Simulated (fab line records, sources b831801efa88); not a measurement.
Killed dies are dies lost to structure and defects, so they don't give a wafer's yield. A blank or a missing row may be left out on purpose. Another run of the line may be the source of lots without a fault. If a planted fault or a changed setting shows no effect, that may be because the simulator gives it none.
Chamber matching -- flow gf180mcu -- GF_HV_LDD_ETCHBACK_58 on rieDiel-01 has 4 sister chambers
The step etches Si3N4 in CH3F/O2, stops on SiO2, time 100 s, target depth 90 nm. 8 wafers are shown with their chamber, then 9 later ones without.

== WAFERS, EACH WITH ITS CHAMBER ==
wafer,chamber,throttleValvePct (%),oesProductAu (a.u.)
L080.3,2,10.552,0.842
L080.6,2,10.559,0.844
L086.2,3,10.575,0.846
L086.5,3,10.556,0.836
L088.5,1,10.562,0.847
L090.1,1,10.557,0.855
L090.2,0,10.560,0.850
L090.5,0,10.563,0.856

== WAFERS WITH NO CHAMBER GIVEN ==
wafer,throttleValvePct (%),oesProductAu (a.u.)
L092.1,10.567,0.849
L092.4,10.570,0.854
L092.5,10.556,0.842
L095.2,10.537,0.845
L095.3,10.568,0.843
L095.6,10.554,0.841
L097.4,10.556,0.850
L097.5,10.574,0.844
L097.6,10.561,0.848

== CHAMBER TAKEN BY EACH ==
wafer,from the rows above,in truth
L092.1,can't be placed: 1 or 0 or 3 or 2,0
L092.4,can't be placed: 0 or 1 or 3 or 2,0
L092.5,can't be placed: 2 or 3 or 1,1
L095.2,can't be placed: 2 or 1 or 0 or 3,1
L095.3,can't be placed: 3 or 2 or 1 or 0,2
L095.6,can't be placed: 2 or 3 or 1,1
L097.4,can't be placed: 1 or 0 or 2 or 3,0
L097.5,can't be placed: 3 or 1 or 0 or 2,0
L097.6,can't be placed: 1 or 0 or 2 or 3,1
Correct placement for 0 of the 9. Not placeable from these rows: 9 (in 9, the candidates include the true chamber). Wrongly placed: 0.
How it was worked out, from the rows above alone: a wafer's distance from a chamber is the root of the sum, over the readings, of the square of ((its reading less the chamber's mean) divided by the reading's scatter). If the next closest chamber is less than 2 further off than the closest, the wafer can't be placed; otherwise it belongs to the closest. Each chamber's mean is taken over the wafers shown for it. How the scatter is found: for the shown wafers, subtract from each reading the mean of its chamber, square and add these, divide the total by (wafers less chambers), then take the root.
